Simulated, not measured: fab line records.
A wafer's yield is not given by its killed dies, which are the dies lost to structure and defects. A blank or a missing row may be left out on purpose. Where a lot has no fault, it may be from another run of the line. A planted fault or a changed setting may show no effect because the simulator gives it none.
Code-filled problem report in 8D (eight disciplines) form + flow sky130 + the parts of the form that need people (team, actions taken, sign-off) are left out

## 1. WHAT IS WRONG
Mean of run-length-s at SKY_METAL4_ETCH_16: 98.1 s across 6 wafers in 2 lots; on wafers with no fault it is 116.3 s (standard deviation 0.4). That is -46 standard deviations from the usual mean.
The step: etches BARC in N2/H2, stops on SiO2, time 88.2 s, target depth 60 nm.
First seen on wafer L930.3, day 46 10:16, on rie-metal-04. Wafers with a number at this step in the record: 36, from 12 lots. Rule for "out" (also "out of limits"): further than 4 standard deviations from the usual mean. Any other wafer with a number is counted as sound.

## 2. WHAT THIS IS AND IS NOT
| question                    | is                           | is not                                                                                 |
|-----------------------------|------------------------------|----------------------------------------------------------------------------------------|
| which readings at this step | run-length-s, oes-product-au | drypump-motor-current-A, throttle-valve-pct                                            |
| which lots                  | L930, L932                   | L918, L919, L920, L921, L923, L925, L935, L936, L937, L938                             |
| which wafers of those lots  | all that have a number       | -                                                                                      |
| read on which tools         | rie-metal-04                 | rie-metal-01, rie-metal-03                                                             |
| when                        | from day 46 10:16            | up to then (18 sound wafers); but 12 sound wafers of L935, L936, L937, L938 came after |

## 3. WHAT RULES OUT EACH SUSPECT
Counting: a tool at any process step up to the reading remains a suspect when it ran all the lots that are out and ran no sound lot after the first of those.
- pecvd-01 at SKY_CAPM_CVD_00 (deposits SiO2, target thk 15.5 nm): kept. It ran every lot that is out, first L930 (day 41 16:04), and no sound lot after that; its last sound lot up to then is L921 (day 38 14:08).
- rie-metal-04 at SKY_METAL4_ETCH_16 (etches BARC in N2/H2, stops on SiO2, time 88.2 s, target depth 60 nm): kept. It ran every lot that is out, first L930 (day 46 10:16), and no sound lot after that; its last sound lot up to then is L925 (day 44 19:38). On those wafers its own readings are out: oes-product-au, run-length-s.
After counting, pecvd-01 at SKY_CAPM_CVD_00 and rie-metal-04 at SKY_METAL4_ETCH_16 remain.

## 4. THE CAUSE (what the simulator had put in)
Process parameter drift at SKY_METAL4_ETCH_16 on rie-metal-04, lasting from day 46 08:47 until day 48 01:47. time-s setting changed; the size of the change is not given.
Of the 2 suspects that counting leaves, this tool is one.

## 5. THE EFFECT CHAIN, in route order
Rows list readings where the struck wafers' mean (over those with a number) sits beyond 3 standard deviations from the usual. Only readings whose record carries a usual standard deviation are examined. hours: median over the lots of the time between each lot's start at the first step of this table that gives one and its start at this step. sigmas: the change, counted in usual standard deviations.
| hours | step               | reading        | usual      | on struck wafers | change | sigmas |
|-------|--------------------|----------------|------------|------------------|--------|--------|
| 0     | SKY_METAL4_ETCH_16 | oes-product-au | 0.626 a.u. | 0.751            | +0.125 | +27    |
| 0     | SKY_METAL4_ETCH_16 | run-length-s   | 116.3 s    | 98.1             | -18.2  | -46    |
Process steps it contains:
- SKY_METAL4_ETCH_16: etches BARC in N2/H2, stops on SiO2, time 88.2 s, target depth 60 nm.

## 6. HOW IT WOULD HAVE BEEN CAUGHT EARLIER
In this record the first reading out of limits was taken at day 46 10:16, 1 hour after the fault began at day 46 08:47.
